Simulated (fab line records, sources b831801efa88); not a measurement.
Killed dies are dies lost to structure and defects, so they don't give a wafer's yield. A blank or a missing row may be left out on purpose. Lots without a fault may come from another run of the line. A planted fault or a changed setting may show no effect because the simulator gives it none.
Which tool did it? | flow sky130 | 11 lots, 33 wafers sampled, at 3 steps of a route of 708

WHAT THE GAUGES READ, wafer by wafer
SKY_CAPM_RS_MEAS_03: measures by four-point-probe.
lot  | measured     | on            | CAPM_TIN_RS (ohm/sq)
L491 | day 36 20:02 | film_metro-04 | 6.93 6.90 6.94
L490 | day 36 20:44 | film_metro-02 | 6.91 6.88 6.96
L492 | day 37 07:10 | film_metro-04 | 6.96 6.95 6.92
L497 | day 39 06:04 | film_metro-01 | 7.05 7.10 7.08
L496 | day 39 08:43 | film_metro-02 | 6.99 6.99 6.95
L501 | day 41 10:20 | film_metro-02 | 6.88 6.96 6.88
L506 | day 41 23:39 | film_metro-02 | 7.06 7.01 7.01
L508 | day 42 05:07 | film_metro-01 | 6.87 6.90 6.89
L507 | day 42 09:50 | film_metro-02 | 6.87 6.89 6.87
L510 | day 42 16:19 | film_metro-02 | 6.93 6.98 6.89
L509 | day 42 19:10 | film_metro-01 | 6.85 6.90 6.93

WHICH TOOL RAN EACH LOT (tool, then ch and the chambers of the sampled wafers, then the start)
lot  | SKY_VIA2_CVD_21               | SKY_METAL3_SPUTTER_03
L491 | cvd_w-02 ch 0,1, day 36 19:04 | pvd_sputter-03, day 36 19:46
L490 | cvd_w-02 ch 0,1, day 36 19:41 | pvd_sputter-01, day 36 20:29
L492 | cvd_w-02 ch 0,1, day 37 06:13 | pvd_sputter-02, day 37 06:55
L497 | cvd_w-02 ch 0,1, day 39 05:06 | pvd_sputter-02, day 39 05:48
L496 | cvd_w-01 ch 0,1, day 39 07:46 | pvd_sputter-01, day 39 08:25
L501 | cvd_w-01 ch 0,1, day 41 09:22 | pvd_sputter-02, day 41 10:01
L506 | cvd_w-02 ch 0,1, day 41 22:42 | pvd_sputter-01, day 41 23:21
L508 | cvd_w-02 ch 0,1, day 42 04:08 | pvd_sputter-01, day 42 04:50
L507 | cvd_w-01 ch 0,1, day 42 08:52 | pvd_sputter-01, day 42 09:33
L510 | cvd_w-01 ch 0,1, day 42 15:20 | pvd_sputter-02, day 42 16:02
L509 | cvd_w-01 ch 0,1, day 42 18:13 | pvd_sputter-02, day 42 18:53
- SKY_VIA2_CVD_21: deposits W, target thk 420 nm, time 126.4 s.
- SKY_METAL3_SPUTTER_03: material Ti, target thk 5 nm, time 3.3 s.

WHAT THE TOOLS THEMSELVES READ (means of the sampled wafers that have a number; where no wafer has one, the mark that the record gives instead)
SKY_VIA2_CVD_21.
lot  | tool     | heater_power_w (W)
L491 | cvd_w-02 | 772
L490 | cvd_w-02 | 767
L492 | cvd_w-02 | 769
L497 | cvd_w-02 | 761
L496 | cvd_w-01 | 813
L501 | cvd_w-01 | 807
L506 | cvd_w-02 | 777
L508 | cvd_w-02 | 766
L507 | cvd_w-01 | 881
L510 | cvd_w-01 | 837
L509 | cvd_w-01 | 818

SKY_METAL3_SPUTTER_03.
lot  | tool           | throttle_valve_pct (%)
L491 | pvd_sputter-03 | 30.2
L490 | pvd_sputter-01 | 29.4
L492 | pvd_sputter-02 | 30.6
L497 | pvd_sputter-02 | 30.1
L496 | pvd_sputter-01 | 30.1
L501 | pvd_sputter-02 | 30.8
L506 | pvd_sputter-01 | 29.5
L508 | pvd_sputter-01 | 29.7
L507 | pvd_sputter-01 | 29.7
L510 | pvd_sputter-02 | 30.8
L509 | pvd_sputter-02 | 29.9

THE ANSWER, worked out from the rows above alone
Rule: what is usual is taken from the lots themselves. Put in order of their means at a reading, lots are off if they are a third of the lots or fewer, leave a main group of 4 or more, and stand apart from it by a gap of 3 or more times the standard deviation of the main group's means; of several such gaps the widest counts. A main group whose means are all the same, to the digits that the tables above print for the reading, isn't used. A lot without any number at a reading at which 4 lots or more have one is off too. The other lots that the step has rows for count as sound. The gauges are gone through in route order, then the tools' own readings, and for those a lot's mean is taken as printed above. The first step at which some lot is off is used, and at that step the reading that is off furthest; a lot without a number counts as furthest.
No lot is off at any reading shown: from this, nothing can be told.

WHAT THE SIMULATOR HAD PUT IN
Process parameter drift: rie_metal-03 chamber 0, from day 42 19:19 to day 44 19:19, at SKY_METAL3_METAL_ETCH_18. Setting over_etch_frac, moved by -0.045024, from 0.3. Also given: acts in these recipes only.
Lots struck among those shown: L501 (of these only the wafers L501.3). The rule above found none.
